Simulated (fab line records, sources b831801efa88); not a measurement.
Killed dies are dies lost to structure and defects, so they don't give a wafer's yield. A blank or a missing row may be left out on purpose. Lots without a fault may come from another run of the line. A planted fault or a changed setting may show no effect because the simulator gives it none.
Problem report in the 8D (eight disciplines) form, filled by code | flow sfq_line | the parts of the form that need people (team, actions taken, sign-off) are left out

1. THE PROBLEM
oes_product_au at SFQ_TRILAYER_I6_VIA_BARC_OPEN_VIA_ETCH_235 reads a mean of 0.733 a.u. on 4 wafers of 2 lots; wafers without a fault read 0.686 a.u. with a standard deviation of 0.0048. That is +9.7 standard deviations from the usual mean.
The step: etches BARC in O2, target depth 125 nm, time 41.7 s.
First seen on wafer L605.4, day 79 15:17, on rie_diel-02. The record holds 18 wafers of 6 lots with a number at this step. Rule for "out", or "out of limits": more than 4 standard deviations from the usual mean. The other wafers with a number count as sound.

2. WHAT IT IS AND WHAT IT IS NOT
question                    | is                             | is not
which readings at this step | oes_product_au, run_length_s   | drypump_motor_current_A
which lots                  | L605, L608                     | L602, L613, L616, L617
which wafers of those lots  | L605.4, L605.6, L608.3, L608.6 | L605.1, L608.5
read on which tools         | rie_diel-02                    | rie_diel-03
when                        | from day 79 15:17              | up to then (4 sound wafers); but 10 sound wafers of L608, L613, L616, L617 came after

3. SUSPECTS, AND WHAT RULES EACH OUT
Counting: a tool at a process step up to the reading stays a suspect if it ran every lot that is out. Sound lots after the first of them don't rule it out here, since some wafers of a struck lot are sound.
- rie_diel-02 at SFQ_TRILAYER_I6_VIA_BARC_OPEN_VIA_ETCH_235 (etches BARC in O2, target depth 125 nm, time 41.7 s): kept. It ran every lot that is out, first L605 (day 79 15:17); its last sound lot up to then is L602 (day 79 10:29). Its own readings are out on those wafers: oes_product_au, run_length_s.
- Within rie_diel-02 at SFQ_TRILAYER_I6_VIA_BARC_OPEN_VIA_ETCH_235: the wafers that are out ran in chambers 1, 3; their sound lot-mates ran in chamber 0.
Left after counting: rie_diel-02 at SFQ_TRILAYER_I6_VIA_BARC_OPEN_VIA_ETCH_235.

4. THE CAUSE (what the simulator had put in)
Process parameter drift: rie_diel-02, from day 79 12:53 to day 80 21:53, at SFQ_TRILAYER_I6_VIA_BARC_OPEN_VIA_ETCH_235. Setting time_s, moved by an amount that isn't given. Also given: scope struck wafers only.
Counting left only this tool.

5. THE CHAIN OF EFFECTS, in route order
Each row: a reading whose mean over the struck wafers that have a number lies more than 3 standard deviations from the usual. Only readings for which the record gives a usual standard deviation are gone through. hours: the time from each lot's start at the first step in this table that gives one to its start at this step, as a median over the lots. sigmas: the change in usual standard deviations.
hours | step                                       | reading        | usual      | on struck wafers | change | sigmas
0     | SFQ_TRILAYER_I6_VIA_BARC_OPEN_VIA_ETCH_235 | oes_product_au | 0.686 a.u. | 0.733            | +0.047 | +9.7
0     | SFQ_TRILAYER_I6_VIA_BARC_OPEN_VIA_ETCH_235 | run_length_s   | 70.2 s     | 67.0             | -3.2   | -7.7
The process steps in it:
- SFQ_TRILAYER_I6_VIA_BARC_OPEN_VIA_ETCH_235: etches BARC in O2, target depth 125 nm, time 41.7 s.

6. WHAT WOULD HAVE CAUGHT IT SOONER
In this record the first reading out of limits was taken at day 79 15:17, 2 hours after the fault began at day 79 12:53.
